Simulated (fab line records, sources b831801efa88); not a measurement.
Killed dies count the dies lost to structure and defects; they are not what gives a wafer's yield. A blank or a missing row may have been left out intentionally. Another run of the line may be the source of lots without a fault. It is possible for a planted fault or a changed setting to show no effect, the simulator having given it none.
fab line records ; flow sfq-line
record lots=14; wafers=42; last-day=78
route steps=325 shown I2@104
lots with no fault: from the same line, run without faults
start-h: hours from the record's first day to the start of the lot's first wafer shown ; wait-h: hours since the lot's step before ; " unchanged from the row above ; L1.1+2: several wafers, shown together as one row ; - no value present, or no start provided ; * or withheld: withheld ; < > ~ a bound
route shown NAME@n: a module of which the file shows steps, and the number in the route of the first ; usual: the fault-free wafers' mean and standard deviation ; same: alike in all rows ; chamber/n: place in a boat ; sites: per-site readings ; _std_site: standard deviation of those values ; _edge_site: mean of outer sites minus mean of inner sites ; radius-mm: how far each site lies from the wafer's centre ; mask NAME#n: copy n ; behind: the tool/chamber that last shaped the wafer ; hold: what put the lot on hold/how long, in hours/how the hold closed ; device: the n, p or np transistor that did not switch ; end of line: the tests these same wafers got at the end of their route ; step lacking rows: just its recipe ; killed: count of dies lost to structure and defects at first sort (not the wafer's yield) ; map: a wafer's dies, marking killed ones x, the rest . and places with no die _
set.NAME: the run value of the setting; set.NAME@STEP: its run value at that earlier step ; model.NAME: the simulator's own value behind a step, which no gauge read
route steps across a sampled set of lots; one table per step, one row per wafer
services: when a tool's chamber went out of use (start-h, in hours from the record's first day, below 0 if earlier), for how many hours, and the reason
## steps
# step SFQ_TRILAYER_I2_CMP_CMP_064
# recipe material=SiO2; down-force-psi=3; platen-rpm=60; pad-velocity-m-s=0.94248
# usual edge-zone-pressure-frac=1.000/0.0053; head-pressure-psi=2.999/0.0065; motor-current-A=10.8/1; time-to-endpoint-s=214/9.3
lot.wafer;tool;chamber;start-h;wait-h;edge-zone-pressure-frac;head-pressure-psi;motor-current-A;time-to-endpoint-s
L719.2;cmp-02;1;473.94;0.0;0.999;2.994;9.4;206
L719.3;cmp-02;3;474.94;1.0;1.002;2.990;10.9;193
L719.6;cmp-02;1;475.94;2.0;1.007;2.986;9.3;209
L721.2;cmp-01;3;499.22;0.0;1.005;3.006;11.5;211
L721.3;cmp-01;1;500.22;1.0;1.003;2.990;12.0;214
L721.1;cmp-01;2;500.22;1.0;1.000;3.002;10.8;204
L722.3;cmp-01;3;526.02;2.8;1.005;2.998;11.6;228
L722.6;cmp-01;0;526.02;2.8;1.005;2.996;10.4;236
L722.5;cmp-01;1;526.02;2.8;1.001;3.001;12.4;230
L725.3;cmp-02;1;555.02;7.7;0.994;3.004;9.2;209
L725.6;cmp-02;3;556.02;8.6;0.998;3.013;11.1;214
L725.5;cmp-02;0;556.02;8.6;1.000;3.006;10.0;239
L726.3;cmp-02;3;572.02;6.9;1.000;3.003;11.3;208
L726.2;cmp-02;0;572.02;6.9;0.999;3.012;9.8;216
L726.4;cmp-02;2;573.52;8.3;1.000;2.996;9.7;219
L727.1;cmp-02;2;578.02;9.3;1.004;2.990;9.9;208
L727.2;cmp-02;3;578.02;9.3;1.004;3.002;10.3;193
L727.6;cmp-02;2;580.02;11.2;1.006;2.996;8.9;218
L728.3;cmp-01;1;586.65;14.3;0.994;3.001;12.7;219
L728.4;cmp-01;2;586.65;14.3;0.999;3.012;10.9;203
L728.6;cmp-01;1;588.65;16.3;0.997;3.000;12.2;219
L729.1;cmp-02;2;593.50;14.0;0.994;2.998;9.5;215
L729.3;cmp-02;1;595.00;15.5;0.997;3.000;9.5;197
L729.5;cmp-02;2;595.00;15.5;0.992;3.000;9.6;217
L731.4;cmp-01;2;604.65;15.4;-;-;-;-
L731.2;cmp-01;0;605.65;16.5;-;-;-;-
L731.6;cmp-01;2;606.65;17.4;-;-;-;-
L732.3;cmp-01;2;614.15;19.0;-;-;-;-
L732.4;cmp-01;3;614.15;19.0;-;-;-;-
L732.1;cmp-01;0;614.15;19.0;-;-;-;-
L734.1;cmp-01;0;639.69;21.4;0.998;3.002;10.3;216
L734.3;cmp-01;2;640.69;22.4;1.006;2.988;10.8;211
L734.6;cmp-01;0;641.69;23.4;1.001;2.997;10.7;220
L739.1;cmp-01;0;689.59;31.2;1.009;2.993;10.8;213
L739.4;cmp-01;2;690.59;32.2;0.998;3.006;11.3;203
L739.5;cmp-01;3;690.59;32.2;1.004;3.004;10.7;211
L740.3;cmp-02;0;693.00;28.4;0.990;3.005;9.8;202
L740.4;cmp-02;2;694.00;29.4;1.008;2.999;9.1;208
L740.6;cmp-02;0;695.00;30.4;0.993;2.999;9.6;213
L741.3;cmp-02;0;701.50;28.6;0.995;3.000;9.8;216
L741.4;cmp-02;2;702.50;29.6;0.989;2.997;10.1;217
L741.6;cmp-02;0;703.50;30.6;0.997;2.999;9.8;219
# step SFQ_TRILAYER_I2_METRO_MEASURE_065
# usual thk-nm=199.7/1.3
lot.wafer;tool;chamber;start-h;wait-h;thk-nm
L719.2;film-metro-04;-;477.26;0.3;197.7
L719.3;film-metro-04;-;477.26;0.3;198.2
L719.6;film-metro-04;-;477.26;0.3;198.4
L721.1;film-metro-01;-;502.34;0.1;199.1
L721.2;film-metro-01;-;502.34;0.1;201.8
L721.3;film-metro-01;-;502.34;0.1;201.7
L722.3;film-metro-03;-;528.04;0.5;200.5
L722.5;film-metro-03;-;528.04;0.5;201.9
L722.6;film-metro-03;-;528.04;0.5;200.3
L725.3;film-metro-04;-;557.54;0.5;199.7
L725.5;film-metro-04;-;557.54;0.5;200.4
L725.6;film-metro-04;-;557.54;0.5;199.0
L726.2;film-metro-04;-;575.34;0.3;201.8
L726.3;film-metro-04;-;575.34;0.3;198.8
L726.4;film-metro-04;-;575.34;0.3;200.2
L727.1;film-metro-01;-;581.14;0.1;201.2
L727.2;film-metro-01;-;581.14;0.1;198.3
L727.6;film-metro-01;-;581.14;0.1;200.4
L728.3;film-metro-01;-;590.17;0.5;201.3
L728.4;film-metro-01;-;590.17;0.5;199.4
L728.6;film-metro-01;-;590.17;0.5;202.5
L729.1;film-metro-04;-;596.62;0.1;198.5
L729.3;film-metro-04;-;596.62;0.1;198.8
L729.5;film-metro-04;-;596.62;0.1;199.3
L731.2;film-metro-04;-;607.97;0.3;509.5
L731.4;film-metro-04;-;607.97;0.3;515.6
L731.6;film-metro-04;-;607.97;0.3;518.0
L732.1;film-metro-04;-;616.77;0.1;503.4
L732.3;film-metro-04;-;616.77;0.1;494.2
L732.4;film-metro-04;-;616.77;0.1;505.9
L734.1;film-metro-04;-;642.31;0.1;199.8
L734.3;film-metro-04;-;642.31;0.1;198.9
L734.6;film-metro-04;-;642.31;0.1;199.6
L739.1;film-metro-03;-;692.21;0.1;200.9
L739.4;film-metro-03;-;692.21;0.1;199.8
L739.5;film-metro-03;-;692.21;0.1;200.8
L740.3;film-metro-01;-;696.02;0.5;199.9
L740.4;film-metro-01;-;696.02;0.5;199.3
L740.6;film-metro-01;-;696.02;0.5;200.6
L741.3;film-metro-03;-;705.02;0.5;199.5
L741.4;film-metro-03;-;705.02;0.5;201.7
L741.6;film-metro-03;-;705.02;0.5;199.2
# step SFQ_TRILAYER_I2_VIA_ETCH_VIA_ETCH_070
# recipe target=SiO2; stop-on=Nb; mask-material=PR; taper-deg=20; chemistry=CHF3; target-depth-nm=260; source-w=500; bias-w=80; pressure-mtorr=30; time-s=withheld
# usual drypump-motor-current-A=5.9/0.56; oes-product-au=0.854/0.006
lot.wafer;tool;chamber;start-h;wait-h;drypump-motor-current-A;oes-product-au
L719.2;rie-diel-01;3;563.58;0.0;5.9;0.846
L719.3;rie-diel-01;2;563.58;0.0;6.3;0.853
L719.6;rie-diel-01;2;563.58;0.0;6.3;0.855
L721.1;rie-diel-02;3;584.57;0.0;6.8;0.860
L721.2;rie-diel-02;2;584.57;0.0;5.8;0.863
L721.3;rie-diel-02;1;584.57;0.0;5.5;0.857
L722.3;rie-diel-03;1;607.37;0.0;6.3;0.855
L722.5;rie-diel-03;0;607.37;0.0;6.3;0.875
L722.6;rie-diel-03;1;607.37;0.0;6.3;0.846
L725.3;rie-diel-02;2;632.57;0.0;5.8;0.845
L725.5;rie-diel-02;1;632.57;0.0;5.5;0.849
L725.6;rie-diel-02;2;632.57;0.0;5.7;0.855
L726.2;rie-diel-01;1;644.57;0.0;6.0;0.858
L726.3;rie-diel-01;2;644.57;0.0;6.3;0.860
L726.4;rie-diel-01;3;644.57;0.0;6.0;0.858
L727.1;rie-diel-03;1;656.14;0.0;6.3;0.858
L727.2;rie-diel-03;0;656.14;0.0;6.3;0.850
L727.6;rie-diel-03;3;656.14;0.0;4.9;0.858
L728.3;rie-diel-02;1;665.74;0.0;5.5;0.853
L728.4;rie-diel-02;2;665.74;0.0;5.8;0.850
L728.6;rie-diel-02;2;665.74;0.0;5.8;0.857
L729.1;rie-diel-01;3;671.74;0.0;5.9;0.849
L729.3;rie-diel-01;0;671.74;0.0;4.9;0.853
L729.5;rie-diel-01;3;671.74;0.0;5.9;0.848
L731.2;rie-diel-02;2;682.34;0.0;5.8;1.632
L731.4;rie-diel-02;1;682.34;0.0;5.6;1.581
L731.6;rie-diel-02;3;682.34;0.0;6.8;1.596
L732.1;rie-diel-01;0;690.84;0.0;4.9;1.634
L732.3;rie-diel-01;3;690.84;0.0;5.9;1.646
L732.4;rie-diel-01;1;690.84;0.0;6.0;1.633
L734.1;rie-diel-01;0;721.55;0.0;4.9;0.856
L734.3;rie-diel-01;2;721.55;0.0;6.3;0.855
L734.6;rie-diel-01;1;721.55;0.0;6.0;0.843
L739.1;rie-diel-01;0;765.33;0.0;4.9;0.857
L739.4;rie-diel-01;0;765.33;0.0;4.9;0.856
L739.5;rie-diel-01;1;765.33;0.0;6.0;0.855
L740.3;rie-diel-03;2;768.93;0.0;6.3;0.850
L740.4;rie-diel-03;3;768.93;0.0;4.9;0.851
L740.6;rie-diel-03;2;768.93;0.0;6.3;0.855
L741.3;rie-diel-02;0;776.13;0.0;5.6;0.856
L741.4;rie-diel-02;3;776.13;0.0;6.8;0.865
L741.6;rie-diel-02;0;776.13;0.0;5.6;0.850
## services
tool;chamber;start-h;hours;kind
rie-diel-01;-;458.76;0.7;repair
rie-diel-01;-;459.77;1.3;repair
rie-diel-01;2;469.71;7.3;repair
cmp-01;-;473.27;0.3;repair
film-metro-04;-;507.41;1.1;pm
cmp-02;-;507.59;0.9;repair
cmp-01;-;527.79;2.2;repair
rie-diel-01;0;532.41;8.1;repair
cmp-01;-;545.52;4.1;pm
film-metro-04;-;558.34;0.5;pm
cmp-01;-;576.65;4.0;pm
cmp-02;-;582.04;3.1;repair
cmp-02;-;588.13;4.9;pm
rie-diel-01;-;589.54;0.6;repair
cmp-02;-;591.46;2.0;repair
cmp-01;-;628.53;1.7;repair
cmp-01;-;644.42;2.7;repair
rie-diel-01;3;646.15;2.4;repair
rie-diel-01;-;656.84;4.7;repair
film-metro-04;-;674.68;1.4;pm
cmp-02;-;749.50;4.0;pm
film-metro-04;-;752.41;0.6;pm
rie-diel-01;-;766.81;2.8;pm
cmp-01;-;775.85;2.3;repair
## key
first-sign step=SFQ_TRILAYER_I2_CMP_CMP_064; reading=tool-record; direction=missing
effect step=SFQ_TRILAYER_I2_METRO_MEASURE_065; reading=thk-nm; direction=up; sigmas=99+; usual=199.7; struck=507.8
effect step=SFQ_TRILAYER_I2_VIA_ETCH_VIA_ETCH_070; reading=oes-product-au; direction=up; sigmas=99+; usual=0.854; struck=1.620
met-at SFQ_TRILAYER_I2_CMP_CMP_064
struck-lots L731,L732
onset-between 586.65 604.65
fault kind=skipped-step-whole; tool=cmp-01; chamber=-; onset-h=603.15; steps=SFQ_TRILAYER_I2_CMP_CMP_064; scope=struck-lots-only
